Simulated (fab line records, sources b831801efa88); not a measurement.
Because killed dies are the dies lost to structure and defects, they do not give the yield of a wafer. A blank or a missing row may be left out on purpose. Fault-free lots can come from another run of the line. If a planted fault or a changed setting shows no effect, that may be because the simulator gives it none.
Which tool was responsible?    flow sky130    24 lots with 72 wafers sampled at 6 steps, on a route of 708 steps

== WHAT EACH GAUGE READ, for each wafer ==
SKY_SD_N_RS_MEAS_18: measurement is done with a four-point probe. Usual: RES_XHIGH_RS typically reads 332.7 ohm/sq, with standard deviation 1.4.
lot   measured      on             RES_XHIGH_RS (ohm/sq)  flag
L074  day 28 00:05  film_metro-01  332.2 331.3 333.4      
L075  day 28 13:34  film_metro-04  330.7 331.7 332.8      
L076  day 28 11:41  film_metro-01  334.2 333.7 333.7      
L077  day 28 22:40  film_metro-02  333.6 333.6 332.8      
L078  day 29 11:17  film_metro-02  333.3 332.5 334.5      
L079  day 29 11:23  film_metro-04  333.6 335.5 334.9      
L080  day 29 23:50  film_metro-04  330.8 332.1 331.9      
L081  day 31 01:49  film_metro-01  334.0 333.9 333.3      
L082  day 31 04:08  film_metro-01  333.1 332.8 332.1      
L083  day 31 14:09  film_metro-02  333.1 333.5 334.3      
L085  day 32 06:34  film_metro-04  330.7 331.9 332.0      
L084  day 32 04:40  film_metro-01  331.5 332.5 333.2      
L086  day 32 15:40  film_metro-02  334.9 335.1 335.4      
L087  day 33 04:34  film_metro-01  330.0 330.4 331.2      
L088  day 33 04:07  film_metro-02  331.7 332.1 332.4      
L089  day 33 11:56  film_metro-01  329.5 330.8 329.9      
L091  day 34 04:38  film_metro-01  332.7 330.7 330.9      
L090  day 34 05:37  film_metro-01  334.0 331.9 332.1      
L092  day 34 16:43  film_metro-02  333.2 332.5 332.2      
L094  day 34 16:43  film_metro-01  332.3 331.3 332.0      
L093  day 34 12:28  film_metro-01  333.5 332.1 332.3      
L095  day 34 23:33  film_metro-02  335.2 335.3 335.0      
L096  day 35 09:58  film_metro-01  332.5 333.2 332.6      
L097  day 35 10:47  film_metro-04  332.9 331.9 333.0      

SKY_VIA1_CD_MEAS_12: the cd target is 150 nm. Usual: 150.0 nm for cd_nm, sd 2.1.
lot   measured      on         cd_nm (nm)         flag
L074  day 33 22:56  cd_sem-02  148.0 150.1 149.1  
L075  day 34 13:12  cd_sem-02  152.6 152.9 152.8  
L076  day 34 11:36  cd_sem-01  146.6 148.5 146.3  
L077  day 34 21:44  cd_sem-02  150.3 151.0 149.1  
L078  day 35 08:39  cd_sem-02  148.2 149.8 148.4  
L079  day 35 10:08  cd_sem-02  153.5 152.3 153.2  
L080  day 35 21:02  cd_sem-02  146.8 148.1 145.9  
L081  day 36 21:43  cd_sem-01  146.2 145.6 147.2  
L082  day 36 23:20  cd_sem-02  149.1 147.2 148.5  
L083  day 37 06:55  cd_sem-01  150.2 149.3 150.3  
L085  day 38 01:41  cd_sem-01  151.4 152.3 153.1  
L084  day 37 22:14  cd_sem-02  148.4 148.4 145.3  
L086  day 38 08:45  cd_sem-01  152.0 150.9 150.1  
L087  day 38 22:09  cd_sem-02  151.8 149.0 151.3  
L088  day 38 21:47  cd_sem-02  150.5 149.4 150.2  
L089  day 39 05:19  cd_sem-01  149.3 149.1 149.1  
L091  day 39 17:58  cd_sem-01  150.4 150.2 152.9  
L090  day 39 19:35  cd_sem-02  152.6 152.0 152.0  
L092  day 40 07:29  cd_sem-01  152.6 151.0 152.2  
L094  day 40 07:37  cd_sem-02  152.9 151.7 151.5  
L093  day 40 02:08  cd_sem-01  152.9 151.5 151.9  
L095  day 40 13:51  cd_sem-01  149.2 149.4 150.6  
L096  day 40 22:37  cd_sem-02  148.1 148.9 148.9  
L097  day 41 00:43  cd_sem-02  146.8 148.7 147.3  

SKY_CAP2M_RS_MEAS_03: measurement is done with a four-point probe. Usual: CAP2M_TIN_RS typically reads 6.92 ohm/sq, with standard deviation 0.084.
lot   measured      on             CAP2M_TIN_RS (ohm/sq)  flag
L074  day 39 17:08  film_metro-03  6.88 6.90 6.77         
L075  day 40 06:14  film_metro-02  6.83 6.84 6.74         
L076  day 40 03:05  film_metro-01  6.99 6.94 7.03         
L077  day 40 13:29  film_metro-01  6.92 6.83 6.90         
L078  day 40 23:46  film_metro-01  6.88 6.96 6.92         
L079  day 41 01:58  film_metro-03  6.80 6.73 6.85         
L080  day 41 10:17  film_metro-02  6.94 6.99 6.84         
L081  day 42 10:18  film_metro-01  6.96 6.93 6.88         
L082  day 42 12:02  film_metro-01  6.99 6.91 6.91         
L083  day 42 17:50  film_metro-01  6.93 7.01 6.88         
L085  day 43 10:13  film_metro-02  6.87 6.89 6.86         
L084  day 43 09:09  film_metro-03  6.87 6.83 6.92         
L086  day 43 16:50  film_metro-02  6.93 6.89 7.02         
L087  day 44 04:04  film_metro-02  6.86 6.82 6.91         
L088  day 44 03:44  film_metro-01  7.00 6.94 7.07         
L089  day 44 08:50  film_metro-02  6.85 6.88 6.83         
L091  day 44 21:25  film_metro-03  7.03 7.15 7.07         
L090  day 44 22:57  film_metro-03  7.01 7.02 7.07         
L092  day 45 10:07  film_metro-02  6.98 6.93 6.96         
L094  day 45 10:12  film_metro-01  6.96 6.91 6.98         
L093  day 45 06:37  film_metro-02  6.87 6.77 6.98         
L095  day 45 17:27  film_metro-01  7.10 7.11 7.10         
L096  day 45 23:02  film_metro-02  6.95 6.89 6.91         
L097  day 46 00:51  film_metro-02  6.91 6.88 6.86         

== WHICH TOOL RAN EACH LOT (tool, then ch and the chambers of the sampled wafers, then the start) ==
lot   SKY_SONOS_ONO_STRIP_17                SKY_LI_CONTACT_ETCH_14              SKY_CONTACT_STRIP_19
L074  plasma_asher-01 ch 0, day 12 19:58    rie_diel-04 ch 0,3, day 29 05:08    plasma_asher-04 ch 0,1, day 31 15:14
L075  plasma_asher-01 ch 0,1, day 13 04:15  rie_diel-03 ch 0,1, day 29 18:23    plasma_asher-01 ch 0,1, day 32 05:02
L076  plasma_asher-04 ch 0,1, day 13 04:32  rie_diel-02 ch 0,2, day 29 16:34    plasma_asher-02 ch 0,1, day 32 03:23
L077  plasma_asher-04 ch 0, day 13 14:20    rie_diel-02 ch 0,2, day 30 04:19    plasma_asher-02 ch 0,1, day 32 14:37
L078  plasma_asher-04 ch 0,1, day 13 23:57  rie_diel-04 ch 0,1,3, day 30 15:37  plasma_asher-02 ch 0,1, day 33 01:28
L079  plasma_asher-03 ch 1, day 14 02:45    rie_diel-03 ch 0,3, day 30 16:46    plasma_asher-02 ch 1, day 33 02:59
L080  plasma_asher-03 ch 0,1, day 14 12:37  rie_diel-04 ch 1,2,3, day 31 03:34  plasma_asher-02 ch 0,1, day 33 13:25
L081  plasma_asher-03 ch 0,1, day 15 01:50  rie_diel-04 ch 1,2, day 32 06:32    plasma_asher-02 ch 0,1, day 34 14:49
L082  plasma_asher-03 ch 0,1, day 15 12:46  rie_diel-03 ch 0,2, day 32 08:26    plasma_asher-02 ch 0,1, day 34 16:14
L083  plasma_asher-03 ch 0,1, day 15 22:50  rie_diel-03 ch 0,1,3, day 32 17:49  plasma_asher-02 ch 0,1, day 35 01:30
L085  plasma_asher-04 ch 0,1, day 16 17:31  rie_diel-02 ch 0,2,3, day 33 10:17  plasma_asher-01 ch 0,1, day 35 18:44
L084  plasma_asher-01 ch 0,1, day 16 17:43  rie_diel-03 ch 1,2, day 33 08:02    plasma_asher-01 ch 0,1, day 35 15:50
L086  plasma_asher-01 ch 0,1, day 17 01:55  rie_diel-02 ch 0,2,3, day 33 18:55  plasma_asher-01 ch 0,1, day 36 01:34
L087  plasma_asher-04 ch 0,1, day 17 09:14  rie_diel-03 ch 1,2,3, day 34 07:28  plasma_asher-02 ch 0,1, day 36 14:59
L088  plasma_asher-01 ch 0,1, day 17 16:53  rie_diel-04 ch 0,3, day 34 06:59    plasma_asher-04 ch 0,1, day 36 14:25
L089  plasma_asher-01 ch 0,1, day 18 05:14  rie_diel-04 ch 0,1,3, day 34 15:10  plasma_asher-01 ch 0,1, day 36 22:28
L091  plasma_asher-01 ch 0,1, day 18 18:20  rie_diel-04 ch 0,1,2, day 35 07:23  plasma_asher-02 ch 0,1, day 37 14:35
L090  plasma_asher-03 ch 0,1, day 18 18:38  rie_diel-02 ch 0,1,3, day 35 08:20  plasma_asher-01 ch 0,1, day 37 15:31
L092  plasma_asher-03 ch 0,1, day 19 11:55  rie_diel-02 ch 0,1,3, day 35 19:46  plasma_asher-01 ch 0,1, day 38 02:52
L094  plasma_asher-04 ch 0,1, day 19 12:11  rie_diel-03 ch 1,3, day 35 20:07    plasma_asher-01 ch 0,1, day 38 03:11
L093  plasma_asher-01 ch 0,1, day 19 12:13  rie_diel-03 ch 0,1,3, day 35 15:01  plasma_asher-04 ch 0,1, day 37 20:46
L095  plasma_asher-03 ch 0,1, day 19 23:49  rie_diel-03 ch 0,1, day 36 02:08    plasma_asher-01 ch 0,1, day 38 09:10
L096  plasma_asher-04 ch 0,1, day 20 09:06  rie_diel-02 ch 1,2,3, day 36 12:26  plasma_asher-02 ch 0,1, day 38 19:04
L097  plasma_asher-01 ch 0,1, day 20 09:10  rie_diel-04 ch 0,2,3, day 36 13:23  plasma_asher-04 ch 0,1, day 38 20:31
- SKY_SONOS_ONO_STRIP_17: strips in O2/N2.
- SKY_LI_CONTACT_ETCH_14: etches BARC in N2/H2, stops on SiO2, time 45.9 s, target depth 60 nm.
- SKY_CONTACT_STRIP_19: strips in O2/N2.

== AS READ BY THE TOOLS THEMSELVES (means over the sampled wafers that have a number; for cases with no such wafer, the mark the record gives instead) ==
SKY_SONOS_ONO_STRIP_17. Usual: drypump_motor_current_A 5.6 A, standard deviation 0.52; oes_product_au 0.710 a.u., standard deviation 0.0046; strip_time_to_endpoint_s 14.09 s, standard deviation 0.042.
lot   tool             drypump_motor_current_A (A)  oes_product_au (a.u.)  strip_time_to_endpoint_s (s)  flag
L074  plasma_asher-01  6.4                          0.712                  14.00                         
L075  plasma_asher-01  5.9                          0.713                  14.07                         
L076  plasma_asher-04  5.3                          0.708                  14.09                         
L077  plasma_asher-04  5.9                          0.711                  14.03                         
L078  plasma_asher-04  5.6                          0.712                  14.04                         
L079  plasma_asher-03  5.6                          0.714                  14.06                         
L080  plasma_asher-03  5.7                          0.711                  14.11                         
L081  plasma_asher-03  5.7                          0.714                  14.12                         
L082  plasma_asher-03  5.7                          0.706                  14.10                         
L083  plasma_asher-03  5.8                          0.708                  14.06                         
L085  plasma_asher-04  5.3                          0.712                  14.12                         
L084  plasma_asher-01  5.9                          0.714                  14.13                         
L086  plasma_asher-01  5.9                          0.711                  14.11                         
L087  plasma_asher-04  5.6                          0.707                  14.08                         
L088  plasma_asher-01  5.5                          0.709                  14.13                         
L089  plasma_asher-01  5.9                          0.714                  14.11                         
L091  plasma_asher-01  5.9                          0.711                  14.12                         
L090  plasma_asher-03  5.8                          0.711                  14.07                         
L092  plasma_asher-03  5.7                          0.712                  14.15                         
L094  plasma_asher-04  5.6                          0.710                  14.06                         
L093  plasma_asher-01  5.9                          0.705                  14.10                         
L095  plasma_asher-03  5.7                          0.708                  14.18                         
L096  plasma_asher-04  5.6                          0.710                  14.09                         
L097  plasma_asher-01  6.0                          0.707                  14.13                         

SKY_LI_CONTACT_ETCH_14. Usual: drypump_motor_current_A 5.4 A, standard deviation 0.46; oes_product_au 0.854 a.u., standard deviation 0.0053; throttle_valve_pct 13.225 %, standard deviation 0.0096.
lot   tool         drypump_motor_current_A (A)  oes_product_au (a.u.)  throttle_valve_pct (%)  flag
L074  rie_diel-04  5.6                          0.854                  13.228                  
L075  rie_diel-03  5.3                          0.851                  13.237                  
L076  rie_diel-02  6.2                          0.853                  13.225                  
L077  rie_diel-02  6.1                          0.857                  13.221                  
L078  rie_diel-04  5.5                          0.855                  13.225                  
L079  rie_diel-03  5.6                          0.854                  13.229                  
L080  rie_diel-04  5.3                          0.850                  13.219                  
L081  rie_diel-04  4.9                          0.854                  13.226                  
L082  rie_diel-03  5.5                          0.853                  13.217                  
L083  rie_diel-03  5.3                          0.855                  13.223                  
L085  rie_diel-02  5.9                          0.852                  13.229                  
L084  rie_diel-03  5.1                          0.861                  13.231                  
L086  rie_diel-02  5.9                          0.854                  13.224                  
L087  rie_diel-03  5.0                          0.848                  13.228                  
L088  rie_diel-04  5.6                          0.856                  13.227                  
L089  rie_diel-04  5.5                          0.856                  13.226                  
L091  rie_diel-04  5.1                          0.856                  13.211                  
L090  rie_diel-02  5.5                          0.851                  13.225                  
L092  rie_diel-02  5.5                          0.858                  13.217                  
L094  rie_diel-03  5.1                          0.847                  13.225                  
L093  rie_diel-03  5.4                          0.854                  13.225                  
L095  rie_diel-03  5.6                          0.851                  13.224                  
L096  rie_diel-02  5.7                          0.854                  13.230                  
L097  rie_diel-04  5.4                          0.853                  13.223                  

SKY_CONTACT_STRIP_19. Usual: drypump_motor_current_A 5.7 A, standard deviation 0.58; oes_product_au 0.380 a.u., standard deviation 0.0043; strip_time_to_endpoint_s 3.61 s, standard deviation 0.032.
lot   tool             drypump_motor_current_A (A)  oes_product_au (a.u.)  strip_time_to_endpoint_s (s)  flag
L074  plasma_asher-04  5.3                          0.380                  3.62                          
L075  plasma_asher-01  5.9                          0.378                  3.64                          
L076  plasma_asher-02  6.0                          0.379                  3.59                          
L077  plasma_asher-02  6.0                          0.380                  3.60                          
L078  plasma_asher-02  6.0                          0.380                  3.56                          
L079  plasma_asher-02  5.4                          0.380                  3.64                          
L080  plasma_asher-02  5.7                          0.380                  3.60                          
L081  plasma_asher-02  6.0                          0.378                  3.59                          
L082  plasma_asher-02  6.1                          0.381                  3.61                          
L083  plasma_asher-02  6.0                          0.375                  3.58                          
L085  plasma_asher-01  5.5                          0.380                  3.59                          
L084  plasma_asher-01  5.9                          0.379                  3.61                          
L086  plasma_asher-01  5.5                          0.380                  3.61                          
L087  plasma_asher-02  5.8                          0.379                  3.61                          
L088  plasma_asher-04  5.6                          0.384                  3.58                          
L089  plasma_asher-01  5.5                          0.382                  3.61                          
L091  plasma_asher-02  6.1                          0.379                  3.60                          
L090  plasma_asher-01  5.5                          0.383                  3.65                          
L092  plasma_asher-01  5.5                          0.381                  3.62                          
L094  plasma_asher-01  5.5                          0.379                  3.60                          
L093  plasma_asher-04  5.3                          0.387                  3.64                          
L095  plasma_asher-01  5.5                          0.382                  3.56                          
L096  plasma_asher-02  6.0                          0.381                  3.58                          
L097  plasma_asher-04  5.6                          0.380                  3.59                          

== THE ANSWER, worked out from the rows above alone ==
Rule: a lot is off if the mean of its wafers that have a number lies more than 3 standard deviations from the usual mean. Also off: a lot with no number at a reading for which 4 or more lots have one. Any other lot the step has rows for is counted as sound. The gauges are gone through in route order, then the tools' own readings, and for those a lot's mean is taken as printed above. The first step at which some lot is off is used, and at that step the reading that is off furthest; a lot without a number counts as furthest.
No lot is off on any of the readings shown, so nothing can be concluded from this.

== WHAT HAD BEEN PUT IN BY THE SIMULATOR ==
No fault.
